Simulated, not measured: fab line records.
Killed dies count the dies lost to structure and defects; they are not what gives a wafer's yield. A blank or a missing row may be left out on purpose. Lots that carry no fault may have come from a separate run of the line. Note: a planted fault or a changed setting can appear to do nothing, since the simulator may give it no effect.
fab line records	flow gf180mcu
record: lots: 7	wafers: 19	lastDay: 34
route steps=602 shown M1@327 V1@335 M2@362
lots untouched by any fault: they come from a run of this same line in which no faults occurred
startH: the number of hours between the record's first day and the start of the first shown wafer of the lot	waitH: hours from the lot's prior step to this one	" same as the row above	L1.1+2: one row covering several wafers at once	- either no value or no given start	* or withheld: withheld	< > ~ a bound
route shown NAME@n: names a module that has steps shown in the file, with the first one's number in the route	usual: mean/standard deviation taken from wafers without a fault	same: alike in all rows	chamber/n: place in a boat	sites: readings site by site	_std_site: the standard deviation of these	_edge_site: inner sites' mean taken away from outer sites' mean	radiusMm: for every site, how far away it sits from the centre of the wafer	mask NAME#n: copy n	behind: the last tool/chamber to shape the wafer	hold: cause of the lot's hold/its duration in hours/its outcome	device: whichever transistor did not switch (one of n, p or np)	end of line: tests run on the same wafers once the route is complete	a step given without rows: its recipe and nothing more	killed: at the first sort, the dies lost to defects and structure; wafer yield is something else	map: dies across one wafer; x = killed, . = not, _ = none there
set.NAME: the setting the step ran with; set.NAME@STEP: the setting that earlier step ran with	model.NAME: the simulator's own value behind a step, which no gauge read
lots at some steps of the route; a table a step, a row a wafer
services: the hour from which a tool's chamber was out of use, counted from the record's first day as startH (under 0 if before that day), plus the number of hours and why
== steps ==
step: GF_M1_PEB_12
recipe: pebTempC: 135	pebTimeS: 90	resist: KrF
step: GF_M1_DEVELOP_13
recipe: developTimeS: 60	devTempC: 21
step: GF_M1_CD_MEAS_14
recipe: targetCdNm: 230
usual: cdNm: 229.5/1.2
lot.wafer	tool	chamber	startH	waitH	cdNm
L312.2	cdSem-02	-	400.59	0.1	230.5
L312.6	"	-	"	"	230.5
L313.2	cdSem-02	-	410.49	0.1	228.6
L313.4	"	-	"	"	228.3
L314.4	cdSem-01	-	422.82	0.1	231.4
L314.5	"	-	"	"	232.7
L314.6	"	-	"	"	231.7
L324.1	cdSem-02	-	508.98	0.1	229.7
L324.2	"	-	"	"	229.1
L324.6	"	-	"	"	229.9
L325.1	cdSem-02	-	528.03	0.1	228.6
L325.4	"	-	"	"	228.7
L325.5	"	-	"	"	230.7
L332.2	cdSem-01	-	587.80	0.1	228.9
L332.4	"	-	"	"	229.2
L332.5	"	-	"	"	230.3
L331.1	cdSem-02	-	590.43	0.1	230.0
L331.4	"	-	"	"	228.7
L331.6	"	-	"	"	228.4
step: GF_M1_OVL_MEAS_15
usual: M1_OVL: 0/7
lot.wafer	tool	chamber	startH	waitH	M1_OVL[nm]
L312.2	overlay-02	-	400.69	0.1	0
L312.6	"	-	"	"	0
L313.2	overlay-01	-	410.59	0.1	-7
L313.4	"	-	"	"	-10
L314.4	overlay-01	-	422.90	0.1	-11
L314.5	"	-	"	"	-8
L314.6	"	-	"	"	-8
L324.1	overlay-02	-	509.10	0.1	-5
L324.2	"	-	"	"	3
L324.6	"	-	"	"	1
L325.1	overlay-01	-	528.15	0.1	-8
L325.4	"	-	"	"	3
L325.5	"	-	"	"	-3
L332.2	overlay-01	-	587.91	0.1	2
L332.4	"	-	"	"	0
L332.5	"	-	"	"	-2
L331.1	overlay-01	-	590.55	0.1	-4
L331.4	"	-	"	"	-2
L331.6	"	-	"	"	-11
step: GF_M1_METAL_ETCH_16
recipe: chemistry: Cl2/BCl3	maskMaterial: KrF	targetDepthNm: 750.8	stopOn: SiO2	pressureMtorr: 8	icpW: 800	biasW: 140	Cl2_flow_sccm: 80	bcl3FlowSccm: 40	timeS: 125.1
step: GF_M1_STRIP_17
recipe: chemistry: O2/N2	powerW: 1400	pressureMtorr: 1500	platenTempC: 250	o2FlowSccm: 3000	n2FlowSccm: 300	overashFraction: 0.5
step: GF_M1_STRIP_18
recipe: chemistry: postEtchResidueRemover	timeS: 1200	tempC: 72.5
step: GF_M1_CLEAN_19
recipe: chemistry: DIW	dry: n2Spin
step: GF_V1_CVD_00
recipe: material: SiO2	targetThkNm: 600	sigmaOpenFrac: 0.3	tempC: 400	timeS: 100	sih4FlowSccm: 60	pressureMtorr: 6
step: GF_V1_THK_MEAS_01
recipe: reads: SiO2_of_V1_CVD_00
usual: V1_CVD_00_THK: 601/7.2
lot.wafer	tool	chamber	startH	waitH	V1_CVD_00_THK[nm]
L312.2	filmMetro-03	-	401.50	0.0	592
L312.6	"	-	"	"	596
L313.2	filmMetro-03	-	411.37	0.0	599
L313.4	"	-	"	"	594
L314.4	filmMetro-02	-	423.69	0.0	598
L314.5	"	-	"	"	598
L314.6	"	-	"	"	604
L324.1	filmMetro-02	-	509.87	0.0	605
L324.2	"	-	"	"	616
L324.6	"	-	"	"	609
L325.1	filmMetro-02	-	528.93	0.0	582
L325.4	"	-	"	"	590
L325.5	"	-	"	"	589
L332.2	filmMetro-01	-	588.69	0.0	589
L332.4	"	-	"	"	591
L332.5	"	-	"	"	593
L331.1	filmMetro-02	-	591.32	0.0	600
L331.4	"	-	"	"	610
L331.6	"	-	"	"	609
step: GF_V1_CVD_02
recipe: material: SiO2	targetThkNm: 850	precursor: TEOS	tempC: 400	timeS: 94.851	rfW: 600
step: GF_V1_THK_MEAS_03
recipe: reads: SiO2_of_V1_CVD_02
usual: V1_CVD_02_THK: 849/11
lot.wafer	tool	chamber	startH	waitH	V1_CVD_02_THK[nm]
L312.2	filmMetro-03	-	401.63	0.0	833
L312.6	"	-	"	"	843
L313.2	filmMetro-01	-	411.50	0.0	837
L313.4	"	-	"	"	858
L314.4	filmMetro-03	-	423.82	0.0	849
L314.5	"	-	"	"	836
L314.6	"	-	"	"	858
L324.1	filmMetro-03	-	510.00	0.0	838
L324.2	"	-	"	"	849
L324.6	"	-	"	"	857
L325.1	filmMetro-01	-	529.05	0.0	846
L325.4	"	-	"	"	850
L325.5	"	-	"	"	860
L332.2	filmMetro-02	-	588.82	0.0	832
L332.4	"	-	"	"	851
L332.5	"	-	"	"	841
L331.1	filmMetro-03	-	591.45	0.0	841
L331.4	"	-	"	"	875
L331.6	"	-	"	"	864
step: GF_V1_CMP_04
recipe: material: SiO2	downForcePsi: 4	platenRpm: 60	padVelocityMS: 0.94248
usual: motorCurrentA: 11.5/1.7	slurryFlowMlMin: 150.0/0.51	timeToEndpointS: 80/5.3
lot.wafer	tool	chamber	startH	waitH	motorCurrentA	slurryFlowMlMin	timeToEndpointS	model.SiO2_of_V1_CVD_02.thkNm
L312.2	cmp-01	2	401.73	0.1	13.2	150.9	102	571.8
L312.6	"	2	"	"	14.1	150.5	86	631.7
L313.4	cmp-01	3	411.55	0.0	9.8	150.5	112	572.6
L313.2	"	0	"	"	9.1	151.0	97	572
L314.4	cmp-01	1	424.00	0.2	11.2	150.5	105	569.3
L314.6	"	2	"	"	13.4	150.0	82	632.7
L314.5	"	3	"	"	9.7	149.5	76	633.7
L324.1	cmp-01	2	510.06	0.1	13.5	149.8	75	632.4
L324.2	"	3	"	"	9.7	150.0	81	634.1
L324.6	"	2	"	"	13.5	150.3	83	633.1
L325.4	cmp-01	0	529.16	0.1	9.5	150.3	83	634.2
L325.1	"	2	"	"	13.0	150.3	81	633.7
L325.5	"	0	"	"	9.3	150.0	85	633.7
L332.4	cmp-02	1	588.92	0.1	14.6	150.4	77	632.3
L332.2	"	3	"	"	11.1	150.2	66	631.6
L332.5	"	0	"	"	12.9	150.7	68	631.4
L331.4	cmp-02	0	591.51	0.0	12.4	150.9	82	632.3
L331.1	"	1	"	"	14.2	150.0	75	631.7
L331.6	"	1	"	"	14.3	150.1	80	632.2
step: GF_V1_BOW_MEAS_05
recipe: mode: bow
usual: V1_BOW: 83/7.8
lot.wafer	tool	chamber	startH	waitH	V1_BOW[um]
L312.2	filmMetro-02	-	402.00	0.2	76
L312.6	"	-	"	"	88
L313.2	filmMetro-03	-	411.87	0.2	84
L313.4	"	-	"	"	86
L314.4	filmMetro-02	-	424.21	0.2	76
L314.5	"	-	"	"	79
L314.6	"	-	"	"	81
L324.1	filmMetro-03	-	510.36	0.2	79
L324.2	"	-	"	"	83
L324.6	"	-	"	"	77
L325.1	filmMetro-02	-	529.41	0.1	67
L325.4	"	-	"	"	75
L325.5	"	-	"	"	84
L332.2	filmMetro-01	-	589.19	0.1	87
L332.4	"	-	"	"	81
L332.5	"	-	"	"	90
L331.1	filmMetro-01	-	591.81	0.2	109
L331.4	"	-	"	"	90
L331.6	"	-	"	"	93
step: GF_V1_DEHYDRATE_06
recipe: tempC: 200	timeS: 60
step: GF_V1_HMDS_07
recipe: primeTimeS: 60	primeTempC: 120
step: GF_V1_COAT_08
recipe: resist: BARC	tempC: withheld	timeS: withheld	spinRpm: withheld	resistThkNm: withheld
step: GF_V1_COAT_09
recipe: resist: KrF	spinRpm: withheld	resistThkNm: 1000
step: GF_V1_SOFTBAKE_10
recipe: tempC: 130	timeS: 60	resist: KrF
step: GF_V1_EXPOSE_11
recipe: maskId: Via1	targetCdNm: 260	na: 0.68	sourceShape: conventional	sigmaOuter: 0.6	doseMj: 38
step: GF_V1_PEB_12
recipe: pebTempC: 135	pebTimeS: 90	resist: KrF
step: GF_V1_DEVELOP_13
recipe: developTimeS: 60	resist: KrF	devTempC: 21
step: GF_V1_CD_MEAS_14
recipe: targetCdNm: 260
usual: cdNm: 260.3/1
lot.wafer	tool	chamber	startH	waitH	cdNm
L312.2	cdSem-02	-	425.10	0.1	261.8
L312.6	"	-	"	"	261.2
L313.2	cdSem-02	-	434.56	0.2	259.2
L313.4	"	-	"	"	259.3
L314.4	cdSem-01	-	446.84	0.1	261.5
L314.5	"	-	"	"	262.2
L314.6	"	-	"	"	261.7
L324.1	cdSem-02	-	532.11	0.1	260.8
L324.2	"	-	"	"	261.4
L324.6	"	-	"	"	261.5
L325.1	cdSem-01	-	552.03	0.1	259.7
L325.4	"	-	"	"	261.2
L325.5	"	-	"	"	260.8
L332.2	cdSem-02	-	610.48	0.1	258.8
L332.4	"	-	"	"	258.1
L332.5	"	-	"	"	259.1
L331.1	cdSem-02	-	612.85	0.2	259.3
L331.4	"	-	"	"	259.5
L331.6	"	-	"	"	259.7
step: GF_V1_OVL_MEAS_15
usual: V1_OVL: -1/6.6
lot.wafer	tool	chamber	startH	waitH	V1_OVL[nm]
L312.2	overlay-02	-	425.20	0.1	3
L312.6	"	-	"	"	6
L313.2	overlay-02	-	434.66	0.1	-3
L313.4	"	-	"	"	-6
L314.4	overlay-01	-	446.92	0.1	-2
L314.5	"	-	"	"	3
L314.6	"	-	"	"	-8
L324.1	overlay-02	-	532.23	0.1	4
L324.2	"	-	"	"	-3
L324.6	"	-	"	"	-8
L325.1	overlay-02	-	552.15	0.1	3
L325.4	"	-	"	"	0
L325.5	"	-	"	"	5
L332.2	overlay-02	-	610.59	0.1	17
L332.4	"	-	"	"	14
L332.5	"	-	"	"	9
L331.1	overlay-01	-	612.97	0.1	-7
L331.4	"	-	"	"	-2
L331.6	"	-	"	"	8
step: GF_V1_ETCH_16
recipe: chemistry: N2/H2	targetDepthA: withheld	overetchA: withheld	timeS: withheld	target: BARC	ionEnergyEv: 200	sourceW: 500	biasW: 100	pressureMtorr: 30	n2FlowSccm: 100	h2FlowSccm: 200
usual: drypumpMotorCurrentA: 5.8/0.31	oesProductAu: 0.855/0.0046	rfFwdPowerW: 494.5/2	throttleValvePct: 13.223/0.0093
lot.wafer	tool	chamber	startH	waitH	drypumpMotorCurrentA	oesProductAu	rfFwdPowerW	throttleValvePct
L312.2	rieDiel-02	2	425.23	0.0	5.9	0.852	498.4	13.222
L312.6	"	2	"	"	5.9	0.852	497.4	13.218
L313.2	rieDiel-04	1	434.69	0.0	5.8	0.845	489.6	13.218
L313.4	"	0	"	"	6.0	0.859	492.2	13.226
L314.4	rieDiel-03	0	446.93	0.0	5.5	0.854	496.4	13.232
L314.5	"	1	"	"	5.4	0.856	492.2	13.234
L314.6	"	2	"	"	5.8	0.864	496.4	13.241
L324.1	rieDiel-02	0	532.27	0.0	6.1	0.852	493.5	13.228
L324.2	"	3	"	"	6.2	0.855	496.8	13.217
L324.6	"	2	"	"	5.9	0.845	495.4	13.235
L325.1	rieDiel-04	1	552.18	0.0	5.8	0.855	492.2	13.235
L325.4	"	1	"	"	5.8	0.852	492.1	13.233
L325.5	"	0	"	"	6.0	0.858	491.4	13.223
L332.2	rieDiel-02	1	610.62	0.0	5.4	0.856	493.6	13.231
L332.4	"	2	"	"	5.9	0.856	495.6	13.211
L332.5	"	1	"	"	5.4	0.856	493.8	13.226
L331.1	rieDiel-04	2	613.00	0.0	6.7	0.855	493.5	13.224
L331.4	"	0	"	"	6.0	0.867	492.9	13.253
L331.6	"	0	"	"	5.9	0.863	492.9	13.211
step: GF_V1_ETCH_17
recipe: chemistry: C4F8/O2/Ar	maskMaterial: KrF	target: SiO2	stopOn: TiN	sourceW: 1500	biasW: 1200	pressureMtorr: 40	c4f8FlowSccm: withheld	O2_flow_sccm: 6	Ar_flow_sccm: 300	timeS: withheld	targetDepthA: 6300
usual: oesProductAu: 0.856/0.0046	rfFwdPowerW: 1492/4.8
lot.wafer	tool	chamber	startH	waitH	oesProductAu	rfFwdPowerW	model.etch.depthNm	model.V1.featureDepthNm
L312.2	rieDiel-02	2	-	-	0.809	1489	571.8	571.8
L312.6	"	2	"	"	0.857	1500	631.7	631.7
L313.2	rieDiel-04	1	-	-	0.814	1489	572	572
L313.4	"	0	"	"	0.808	1494	572.6	572.6
L314.4	rieDiel-03	0	-	-	0.808	1491	569.3	569.3
L314.5	"	1	"	"	0.856	1490	633.7	633.7
L314.6	"	2	"	"	0.856	1501	632.7	632.7
L324.1	rieDiel-02	0	-	-	0.850	1495	632.4	632.4
L324.2	"	3	"	"	0.852	1488	634.1	634.1
L324.6	"	2	"	"	0.863	1492	633.1	633.1
L325.1	rieDiel-04	1	-	-	0.860	1489	633.7	633.7
L325.4	"	1	"	"	0.859	1487	634.2	634.2
L325.5	"	0	"	"	0.853	1497	633.7	633.7
L332.2	rieDiel-02	1	-	-	0.853	1491	631.6	631.6
L332.4	"	2	"	"	0.859	1494	632.3	632.3
L332.5	"	1	"	"	0.857	1485	631.4	631.4
L331.1	rieDiel-04	2	-	-	0.856	1497	631.7	631.7
L331.4	"	0	"	"	0.845	1495	632.3	632.3
L331.6	"	0	"	"	0.859	1497	632.2	632.2
step: GF_V1_STRIP_18
recipe: chemistry: O2/N2	powerW: 1400	pressureMtorr: 1500	platenTempC: 250	o2FlowSccm: 3000	n2FlowSccm: 300	overashFraction: 0.5
usual: drypumpMotorCurrentA: 5.9/0.59	heaterPowerW: 342/24	oesProductAu: 0.593/0.0052
lot.wafer	tool	chamber	startH	waitH	drypumpMotorCurrentA	heaterPowerW	oesProductAu	rfHoursCounterH
L312.2	plasmaAsher-02	0	425.36	-	5.2	330	0.593	32
L312.6	"	1	"	"	5.9	317	0.585	-
L313.2	plasmaAsher-01	0	434.82	-	6.5	334	0.593	79
L313.4	"	0	"	"	6.5	337	0.588	-
L314.4	plasmaAsher-01	0	447.10	-	6.5	337	0.596	-
L314.5	"	0	"	"	6.5	343	0.594	-
L314.6	"	1	"	"	6.3	373	0.595	-
L324.1	plasmaAsher-02	0	532.40	-	5.2	334	0.593	44
L324.2	"	1	"	"	5.9	310	0.596	44
L324.6	"	0	"	"	5.2	338	0.599	-
L325.1	plasmaAsher-04	1	552.31	-	4.8	384	0.583	12
L325.4	"	0	"	"	6.3	336	0.580	-
L325.5	"	1	"	"	4.8	385	0.590	-
L332.2	plasmaAsher-01	1	610.75	-	6.3	363	0.592	97
L332.4	"	0	"	"	6.5	338	0.594	-
L332.5	"	1	"	"	6.3	365	0.590	-
L331.1	plasmaAsher-01	1	613.13	-	6.3	365	0.591	97
L331.4	"	1	"	"	6.3	363	0.593	-
L331.6	"	1	"	"	6.3	368	0.597	-
step: GF_V1_STRIP_19
recipe: chemistry: postEtchResidueRemover	timeS: 1200	tempC: 72.5
step: GF_V1_CLEAN_20
recipe: chemistry: DIW	dry: n2Spin
step: GF_V1_SPUTTER_21
recipe: material: Ti	targetThkNm: 15	chamberPressurePa: 5	powerW: 2500	substrateTempC: 200	timeS: 80.02
usual: substrateTempC: 200.01/0.16	throttleValvePct: 29.7/1.3
lot.wafer	tool	chamber	startH	waitH	substrateTempC	throttleValvePct
L312.2	pvdSputter-03	-	425.93	0.0	200.13	27.5
L312.6	"	-	"	"	200.04	29.7
L313.2	pvdSputter-03	-	435.39	0.0	200.00	31.1
L313.4	"	-	"	"	199.84	29.6
L314.4	pvdSputter-04	-	447.60	0.0	200.13	28.8
L314.5	"	-	"	"	200.04	31.9
L314.6	"	-	"	"	199.93	28.8
L324.1	pvdSputter-02	-	532.93	0.0	199.93	28.9
L324.2	"	-	"	"	199.90	27.6
L324.6	"	-	"	"	199.69	30.0
L325.1	pvdSputter-04	-	552.84	0.0	200.15	29.8
L325.4	"	-	"	"	199.84	30.9
L325.5	"	-	"	"	200.01	28.9
L332.2	pvdSputter-02	-	611.30	0.0	199.83	27.6
L332.4	"	-	"	"	200.12	29.3
L332.5	"	-	"	"	199.94	27.3
L331.1	pvdSputter-04	-	613.69	0.0	199.84	31.7
L331.4	"	-	"	"	200.01	30.0
L331.6	"	-	"	"	200.00	28.9
step: GF_V1_SPUTTER_22
recipe: material: TiN	targetThkNm: 10	chamberPressurePa: 5	powerW: 4000	timeS: 40
usual: throttleValvePct: 29.7/1.3
lot.wafer	tool	chamber	startH	waitH	throttleValvePct
L312.2	pvdSputter-03	-	425.99	0.0	27.8
L312.6	"	-	"	"	29.8
L313.2	pvdSputter-03	-	435.46	0.0	31.0
L313.4	"	-	"	"	29.9
L314.4	pvdSputter-04	-	447.67	0.0	28.9
L314.5	"	-	"	"	31.5
L314.6	"	-	"	"	28.7
L324.1	pvdSputter-02	-	532.99	0.0	29.3
L324.2	"	-	"	"	27.7
L324.6	"	-	"	"	29.8
L325.1	pvdSputter-04	-	552.91	0.0	30.0
L325.4	"	-	"	"	30.5
L325.5	"	-	"	"	29.0
L332.2	pvdSputter-02	-	611.36	0.0	27.8
L332.4	"	-	"	"	29.3
L332.5	"	-	"	"	27.7
L331.1	pvdSputter-04	-	613.76	0.0	31.7
L331.4	"	-	"	"	30.0
L331.6	"	-	"	"	28.9
step: GF_V1_CVD_23
recipe: material: W	targetThkNm: 350	timeS: 105.05	tempC: 400	pressureTorr: 40
usual: heaterPowerW: 911/73
lot.wafer	tool	chamber	startH	waitH	heaterPowerW
L312.2	cvdW-02	1	426.03	0.0	828
L312.6	"	1	"	"	867
L313.2	cvdW-01	0	435.49	0.0	947
L313.4	"	0	"	"	960
L314.4	cvdW-01	0	447.74	0.1	954
L314.5	"	1	"	"	832
L314.6	"	0	"	"	946
L324.1	cvdW-01	1	533.03	0.0	837
L324.2	"	0	"	"	954
L324.6	"	1	"	"	844
L325.1	cvdW-02	1	552.94	0.0	834
L325.4	"	1	"	"	841
L325.5	"	1	"	"	854
L332.2	cvdW-01	1	611.40	0.0	841
L332.4	"	1	"	"	834
L332.5	"	1	"	"	818
L331.1	cvdW-01	1	613.79	0.0	843
L331.4	"	1	"	"	827
L331.6	"	1	"	"	841
step: GF_V1_RS_MEAS_24
recipe: thkMeasGauge: four-point-probe	reads: W_of_V1_CVD_23+TiN_of_V1_SPUTTER_22+Ti_of_V1_SPUTTER_21
usual: V1_W_RS: 0.332/0.0038
lot.wafer	tool	chamber	startH	waitH	V1_W_RS[ohm/sq]
L312.2	filmMetro-03	-	426.16	0.1	0.333
L312.6	"	-	"	"	0.336
L313.2	filmMetro-02	-	435.63	0.1	0.331
L313.4	"	-	"	"	0.332
L314.4	filmMetro-03	-	447.88	0.1	0.334
L314.5	"	-	"	"	0.333
L314.6	"	-	"	"	0.336
L324.1	filmMetro-01	-	533.14	0.1	0.334
L324.2	"	-	"	"	0.335
L324.6	"	-	"	"	0.336
L325.1	filmMetro-02	-	553.06	0.1	0.339
L325.4	"	-	"	"	0.335
L325.5	"	-	"	"	0.335
L332.2	filmMetro-01	-	611.53	0.1	0.334
L332.4	"	-	"	"	0.338
L332.5	"	-	"	"	0.336
L331.1	filmMetro-03	-	613.91	0.1	0.336
L331.4	"	-	"	"	0.341
L331.6	"	-	"	"	0.335
step: GF_V1_THK_MEAS_25
recipe: thkMeasGauge: xrf	reads: W_of_V1_CVD_23
usual: V1_W_THK: 350/5.3
lot.wafer	tool	chamber	startH	waitH	V1_W_THK[nm]
L312.2	filmMetro-03	-	426.27	0.1	348
L312.6	"	-	"	"	343
L313.2	filmMetro-02	-	435.74	0.1	354
L313.4	"	-	"	"	352
L314.4	filmMetro-03	-	447.97	0.1	350
L314.5	"	-	"	"	351
L314.6	"	-	"	"	347
L324.1	filmMetro-01	-	533.26	0.1	349
L324.2	"	-	"	"	344
L324.6	"	-	"	"	346
L325.1	filmMetro-02	-	553.18	0.1	346
L325.4	"	-	"	"	350
L325.5	"	-	"	"	352
L332.2	filmMetro-01	-	611.64	0.1	343
L332.4	"	-	"	"	339
L332.5	"	-	"	"	339
L331.1	filmMetro-03	-	614.03	0.1	346
L331.4	"	-	"	"	343
L331.6	"	-	"	"	349
step: GF_V1_CMP_26
recipe: stopOn: SiO2	downForcePsi: 3.5	platenRpm: 60	tOverpolishS: 15	targetThkNm: 0	padVelocityMS: 0.94248
usual: motorCurrentA: 10.7/1.5	slurryFlowMlMin: 150.0/0.47
lot.wafer	tool	chamber	startH	waitH	motorCurrentA	slurryFlowMlMin	model.SiO2_of_V1_CVD_02.thkNm
L312.2	cmp-02	1	426.42	0.1	12.7	150.2	568.1
L312.6	"	3	"	"	10.2	149.9	627.9
L313.4	cmp-02	1	435.79	0.0	13.2	149.1	568.8
L313.2	"	2	"	"	11.7	150.0	568.2
L314.4	cmp-02	0	448.05	0.1	11.5	149.8	565.5
L314.6	"	3	"	"	10.3	150.1	629
L314.5	"	0	"	"	11.4	150.1	629.9
L324.2	cmp-01	2	533.63	0.3	12.7	149.4	630.4
L324.1	"	3	"	"	9.1	149.9	628.6
L324.6	"	2	"	"	11.9	149.8	629.3
L325.4	cmp-01	2	553.29	0.1	12.8	149.7	630.4
L325.1	"	0	"	"	8.5	149.7	629.9
L325.5	"	2	"	"	11.9	149.8	629.9
L332.4	cmp-02	2	611.69	0.0	11.6	149.3	628.5
L332.2	"	0	"	"	11.3	149.7	627.8
L332.5	"	2	"	"	11.8	150.1	627.7
L331.1	cmp-02	1	614.19	0.1	13.0	150.3	627.9
L331.4	"	2	"	"	11.8	149.6	628.6
L331.6	"	0	"	"	10.9	150.0	628.4
step: GF_M2_SPUTTER_00
recipe: material: Ti	targetThkNm: 37.5	arrivingIonEnergyEv: 80	substrateTempC: 200	chamberPressurePa: 2	powerW: 4000	timeS: 150
== services ==
tool	chamber	startH	hours	kind
cmp-01	-	404.23	4.0	pm
cmp-02	-	418.70	6.1	pm
rieDiel-04	2	426.32	19.3	repair
cmp-01	-	429.59	0.6	repair
cmp-01	-	433.08	6.9	pm
cmp-01	-	439.94	12.1	pm
pvdSputter-02	-	472.22	7.4	repair
pvdSputter-04	-	480.97	4.6	repair
rieDiel-04	2	487.05	6.9	repair
rieDiel-02	2	492.68	2.6	repair
cmp-01	-	495.25	1.0	repair
cmp-01	-	495.82	0.3	repair
cmp-02	-	504.98	15.0	pm
cmp-02	-	531.89	4.4	pm
rieDiel-04	2	544.35	9.1	repair
cmp-02	-	550.84	12.0	repair
pvdSputter-02	-	552.20	2.9	repair
plasmaAsher-01	-	557.42	4.3	pm
pvdSputter-04	-	566.35	1.3	repair
rieDiel-02	-	567.06	2.8	pm
cmp-02	-	572.00	4.0	pm
cvdW-01	-	578.37	1.9	repair
pvdSputter-04	-	582.99	1.4	repair
pvdSputter-04	-	609.94	1.9	repair
== key ==
firstSign: step: GF_V1_CMP_04	reading: timeToEndpointS	direction: up	sigmas: 4.5	usual: *	struck: *
effect: step: GF_V1_ETCH_17	reading: oesProductAu	direction: down	sigmas: 9.9	usual: 0.856	struck: 0.810
modelEffect: step: GF_V1_CMP_04	value: SiO2_of_V1_CVD_02.thkNm	without: 633.4	struck: 571.4
modelEffect: step: GF_V1_ETCH_17	value: etch.depthNm	without: 633.4	struck: 571.4
modelEffect: step: GF_V1_CMP_26	value: SiO2_of_V1_CVD_02.thkNm	without: 629.6	struck: 567.7
metAt GF_V1_CMP_04
struckWafers L312.2,L313.2,L313.4,L314.4
fault: kind: processParameterDrift	tool: cmp-01	chamber: -	onsetH: 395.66	steps: GF_V1_CMP_04	channel: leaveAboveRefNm	offset: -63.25	shape: step	endH: 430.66	scope: struckWafersOnly	actsIn: theseRecipesOnly	stated: 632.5
